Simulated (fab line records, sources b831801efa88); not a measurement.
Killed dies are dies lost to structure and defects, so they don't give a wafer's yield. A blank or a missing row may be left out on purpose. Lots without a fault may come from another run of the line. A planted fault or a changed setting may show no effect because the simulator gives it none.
Which tool did it? | flow sky130 | 11 lots, 33 wafers sampled, at 3 steps of a route of 708

WHAT THE GAUGES READ, wafer by wafer
SKY_METAL5_THK_MEAS_06: measures by xrf. Usual: METAL5_ALCU_THK 1138 nm, standard deviation 10.
lot  | measured     | on            | METAL5_ALCU_THK (nm) | flag
L767 | day 42 21:37 | film_metro-01 | 1151 1156 1154       |
L769 | day 43 14:14 | film_metro-01 | 1129 1133 1147       |
L771 | day 44 02:42 | film_metro-04 | 1135 1147 1138       |
L774 | day 44 14:40 | film_metro-01 | 1158 1143 1139       |
L773 | day 44 19:13 | film_metro-01 | 1136 1133 1125       |
L775 | day 45 03:40 | film_metro-01 | 1130 1142 1135       |
L777 | day 45 15:07 | film_metro-04 | 1128 1136 1134       |
L782 | day 46 20:41 | film_metro-04 | 1116 1121 1132       |
L784 | day 47 10:52 | film_metro-01 | 1139 1136 1144       |
L785 | day 47 16:09 | film_metro-01 | 1121 1122 1138       |
L788 | day 48 08:16 | film_metro-04 | 1144 1139 1153       |

WHICH TOOL RAN EACH LOT (tool, then ch and the chambers of the sampled wafers, then the start)
lot  | SKY_VIA4_CMP_02               | SKY_METAL5_SPUTTER_04
L767 | cmp-01 ch 0,1, day 41 20:03   | pvd_sputter-02, day 42 21:26
L769 | cmp-02 ch 0,1,2, day 42 13:45 | pvd_sputter-03, day 43 14:04
L771 | cmp-01 ch 0,1,2, day 43 02:16 | pvd_sputter-01, day 44 02:31
L774 | cmp-02 ch 1,2, day 43 14:37   | pvd_sputter-03, day 44 14:29
L773 | cmp-01 ch 0,1,3, day 43 19:07 | pvd_sputter-03, day 44 19:02
L775 | cmp-01 ch 2,3, day 44 03:03   | pvd_sputter-01, day 45 03:29
L777 | cmp-01 ch 0,2, day 44 16:15   | pvd_sputter-01, day 45 14:56
L782 | cmp-01 ch 0,1,3, day 45 22:16 | pvd_sputter-02, day 46 20:31
L784 | cmp-02 ch 1,2,3, day 46 12:57 | pvd_sputter-02, day 47 10:42
L785 | cmp-01 ch 0,1, day 46 18:13   | pvd_sputter-01, day 47 15:58
L788 | cmp-01 ch 0,1,2, day 47 11:22 | pvd_sputter-02, day 48 08:03
- SKY_VIA4_CMP_02: polishes SiO2.
- SKY_METAL5_SPUTTER_04: material TiN, target thk 70 nm, time 58.3 s.

WHAT THE TOOLS THEMSELVES READ (means of the sampled wafers that have a number; where no wafer has one, the mark that the record gives instead)
SKY_VIA4_CMP_02. Usual: head_pressure_psi 4.000 psi, standard deviation 0.0098; motor_current_A 11.6 A, standard deviation 0.77.
lot  | tool   | head_pressure_psi (psi) | motor_current_A (A) | flag
L767 | cmp-01 | 3.991                   | 10.9                |
L769 | cmp-02 | 4.008                   | 12.0                |
L771 | cmp-01 | 4.009                   | 11.6                |
L774 | cmp-02 | 4.003                   | 12.3                |
L773 | cmp-01 | 4.000                   | 11.2                |
L775 | cmp-01 | 4.005                   | 12.2                |
L777 | cmp-01 | 3.996                   | 11.4                |
L782 | cmp-01 | 3.994                   | 11.3                |
L784 | cmp-02 | 3.998                   | 11.9                |
L785 | cmp-01 | 3.997                   | 11.0                |
L788 | cmp-01 | 4.004                   | 11.9                |

SKY_METAL5_SPUTTER_04. Usual: throttle_valve_pct 29.6 %, standard deviation 0.88.
lot  | tool           | throttle_valve_pct (%) | flag
L767 | pvd_sputter-02 | 29.4                   |
L769 | pvd_sputter-03 | 29.9                   |
L771 | pvd_sputter-01 | 29.8                   |
L774 | pvd_sputter-03 | 29.8                   |
L773 | pvd_sputter-03 | 29.8                   |
L775 | pvd_sputter-01 | 29.6                   |
L777 | pvd_sputter-01 | 29.2                   |
L782 | pvd_sputter-02 | 29.7                   |
L784 | pvd_sputter-02 | 28.3                   |
L785 | pvd_sputter-01 | 29.9                   |
L788 | pvd_sputter-02 | 28.8                   |

THE ANSWER, worked out from the rows above alone
Rule: a lot is off if the mean of its wafers that have a number lies more than 3 standard deviations from the usual mean. A lot without any number at a reading at which 4 lots or more have one is off too. The other lots that the step has rows for count as sound. The gauges are gone through in route order, then the tools' own readings, and for those a lot's mean is taken as printed above. The first step at which some lot is off is used, and at that step the reading that is off furthest; a lot without a number counts as furthest.
No lot is off at any reading shown: from this, nothing can be told.

WHAT THE SIMULATOR HAD PUT IN
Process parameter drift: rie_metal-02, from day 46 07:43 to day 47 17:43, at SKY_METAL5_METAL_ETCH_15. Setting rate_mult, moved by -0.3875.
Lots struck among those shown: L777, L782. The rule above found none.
